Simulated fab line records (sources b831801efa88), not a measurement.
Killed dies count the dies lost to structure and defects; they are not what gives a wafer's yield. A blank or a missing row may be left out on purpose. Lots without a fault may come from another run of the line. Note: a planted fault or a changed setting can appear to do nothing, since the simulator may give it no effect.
The tool behind it: which one? + flow sky130 + 13 lots, 38 wafers sampled, at 5 steps of a route of 708

WHAT THE GAUGES READ, wafer by wafer
SKY_PWDE_OVL_MEAS_07. Usual: PWDE_OVL typically reads 0.0 nm, with standard deviation 1.6.
| lot  | measured    | on         | PWDE_OVL (nm)  | flag |
|------|-------------|------------|----------------|------|
| L395 | day 3 17:04 | overlay-02 | 0.3 1.1 0.0    |      |
| L396 | day 4 01:24 | overlay-01 | -0.4 -0.9 0.9  |      |
| L398 | day 4 14:59 | overlay-02 | 1.5 0.5 0.4    |      |
| L399 | day 5 11:53 | overlay-02 | 2.4 3.3 2.6    |      |
| L400 | day 5 12:55 | overlay-01 | -0.8 -0.5 -0.2 |      |
| L402 | day 5 18:14 | overlay-01 | -0.7 -0.2 -0.6 |      |
| L403 | day 5 18:46 | overlay-02 | 0.7 1.6 0.0    |      |
| L404 | day 5 22:23 | overlay-01 | 0.4 0.4 2.2    |      |
| L405 | day 6 02:16 | overlay-01 | 0.2 0.4 -0.2   |      |
| L407 | day 6 18:14 | overlay-02 | -0.4 -0.8 0.4  |      |
| L410 | day 7 09:46 | overlay-01 | -1.2 1.6       |      |
| L417 | day 9 01:46 | overlay-01 | -3.1 -3.2 -3.2 |      |
| L418 | day 9 10:07 | overlay-02 | -2.7 -0.7 -2.9 |      |

SKY_VT_ADJUST_HVTR_TW_MEAS_11. Usual: VT_ADJUST_HVTR_TW typically reads 211.6, with standard deviation 1.8.
| lot  | measured     | on           | VT_ADJUST_HVTR_TW | flag |
|------|--------------|--------------|-------------------|------|
| L395 | day 9 09:13  | filmMetro-04 | 209.7 209.9 210.6 |      |
| L396 | day 9 23:00  | filmMetro-03 | 213.5 212.6 212.1 |      |
| L398 | day 10 17:11 | filmMetro-04 | 209.1 210.8 209.4 |      |
| L399 | day 11 17:11 | filmMetro-03 | 213.3 212.5 212.0 |      |
| L400 | day 11 21:14 | filmMetro-01 | 212.2 213.5 213.2 |      |
| L402 | day 12 04:58 | filmMetro-01 | 213.1 212.3 212.5 |      |
| L403 | day 12 05:05 | filmMetro-04 | 208.8 209.5 209.5 |      |
| L404 | day 12 11:11 | filmMetro-03 | 211.5 212.0 211.4 |      |
| L405 | day 12 13:17 | filmMetro-03 | 210.0 210.9 212.1 |      |
| L407 | day 13 09:13 | filmMetro-01 | 212.6 213.7 214.7 |      |
| L410 | day 14 06:53 | filmMetro-04 | 209.8 209.0       |      |
| L417 | day 16 10:34 | filmMetro-04 | 209.3 209.0 208.9 |      |
| L418 | day 16 19:14 | filmMetro-03 | 211.9 211.4 212.0 |      |

SKY_SONOS_TUNNEL_CD_MEAS_07 targets a cd of 410 nm. Usual: 410.1 nm for cdNm, sd 2.5.
| lot  | measured     | on       | cdNm (nm)         | flag |
|------|--------------|----------|-------------------|------|
| L395 | day 11 07:28 | cdSem-01 | 409.0 409.2 409.6 |      |
| L396 | day 11 21:43 | cdSem-01 | 411.7 410.4 411.7 |      |
| L398 | day 12 15:59 | cdSem-02 | 409.7 410.5 408.2 |      |
| L399 | day 13 19:07 | cdSem-01 | 412.4 411.5 413.8 |      |
| L400 | day 13 22:49 | cdSem-01 | 411.0 407.4 410.5 |      |
| L402 | day 14 08:01 | cdSem-01 | 408.0 408.6 405.2 |      |
| L403 | day 14 08:19 | cdSem-02 | 407.4 405.8 406.8 |      |
| L404 | day 14 13:56 | cdSem-01 | 411.6 409.1 411.7 |      |
| L405 | day 14 16:06 | cdSem-02 | 408.6 410.1 409.5 |      |
| L407 | day 15 13:17 | cdSem-02 | 407.1 406.9 406.7 |      |
| L410 | day 16 14:18 | cdSem-01 | 419.9 412.0       |      |
| L417 | day 18 21:52 | cdSem-01 | 410.1 410.7 409.1 |      |
| L418 | day 19 06:34 | cdSem-02 | 408.5 412.7 408.5 |      |

SKY_GATE_OXIDE_THK_MEAS_02. Usual: GATE_OXIDE_OXIDATION_00_THK typically reads 10.34 nm, with standard deviation 0.22.
| lot  | measured     | on           | GATE_OXIDE_OXIDATION_00_THK (nm) | flag |
|------|--------------|--------------|----------------------------------|------|
| L395 | day 12 17:35 | filmMetro-01 | 10.46 10.40 10.28                |      |
| L396 | day 13 11:53 | filmMetro-04 | 10.45 10.36 10.34                |      |
| L398 | day 14 02:37 | filmMetro-04 | 10.28 10.24 10.45                |      |
| L399 | day 15 05:21 | filmMetro-01 | 10.40 10.44 10.54                |      |
| L400 | day 15 09:49 | filmMetro-04 | 10.39 10.44 10.32                |      |
| L402 | day 15 20:39 | filmMetro-04 | 10.54 10.73 10.73                |      |
| L403 | day 15 19:19 | filmMetro-04 | 10.51 10.56 10.57                |      |
| L404 | day 16 01:02 | filmMetro-04 | 10.32 10.39 10.20                |      |
| L405 | day 16 03:10 | filmMetro-04 | 9.90 9.90 9.82                   |      |
| L407 | day 17 02:11 | filmMetro-04 | 10.51 10.35 10.24                |      |
| L410 | day 18 01:58 | filmMetro-04 | 10.00 9.94                       |      |
| L417 | day 20 14:32 | filmMetro-04 | 10.20 10.14 10.22                |      |
| L418 | day 20 19:59 | filmMetro-04 | 10.32 10.23 10.32                |      |

EACH LOT AND THE TOOL THAT RAN IT (in order: tool; ch and the chambers of the sampled wafers; start)
| lot  | SKY_SONOS_TUNNEL_EXPOSE_04         |
|------|------------------------------------|
| L395 | ilineStepper-01 ch 0, day 10 20:11 |
| L396 | ilineStepper-01 ch 0, day 11 10:03 |
| L398 | ilineStepper-01 ch 0, day 12 04:24 |
| L399 | ilineStepper-01 ch 0, day 13 06:15 |
| L400 | ilineStepper-01 ch 0, day 13 10:17 |
| L402 | ilineStepper-01 ch 0, day 13 18:56 |
| L403 | ilineStepper-01 ch 0, day 13 19:04 |
| L404 | ilineStepper-02 ch 0, day 14 01:29 |
| L405 | ilineStepper-01 ch 0, day 14 02:42 |
| L407 | ilineStepper-01 ch 0, day 14 23:55 |
| L410 | ilineStepper-01 ch 0, day 16 00:22 |
| L417 | ilineStepper-01 ch 0, day 18 06:36 |
| L418 | ilineStepper-02 ch 0, day 18 15:07 |
- SKY_SONOS_TUNNEL_EXPOSE_04: exposes mask TUNM, target cd 410 nm.

WHAT THE TOOLS THEMSELVES READ (means of the sampled wafers that have a number; where no wafer has one, the mark that the record gives instead)
The record holds no such reading with a usual standard deviation.

THE ANSWER, worked out from the rows above alone
Rule: take the mean of a lot's wafers that have a number; if it is more than 3 standard deviations from the usual mean, the lot is off. Also off: a lot with no number at a reading for which 4 or more lots have one. Where the step has rows for the other lots, those lots are counted as sound. After the gauges, taken in route order, come the tools' own readings; for these a lot's mean is taken, as printed above. At the first step where some lot is off, the reading lying furthest off is the one used; lots without a number count as furthest.
No lot is off at any reading shown: from this, nothing can be told.

WHAT WAS PUT IN BY THE SIMULATOR
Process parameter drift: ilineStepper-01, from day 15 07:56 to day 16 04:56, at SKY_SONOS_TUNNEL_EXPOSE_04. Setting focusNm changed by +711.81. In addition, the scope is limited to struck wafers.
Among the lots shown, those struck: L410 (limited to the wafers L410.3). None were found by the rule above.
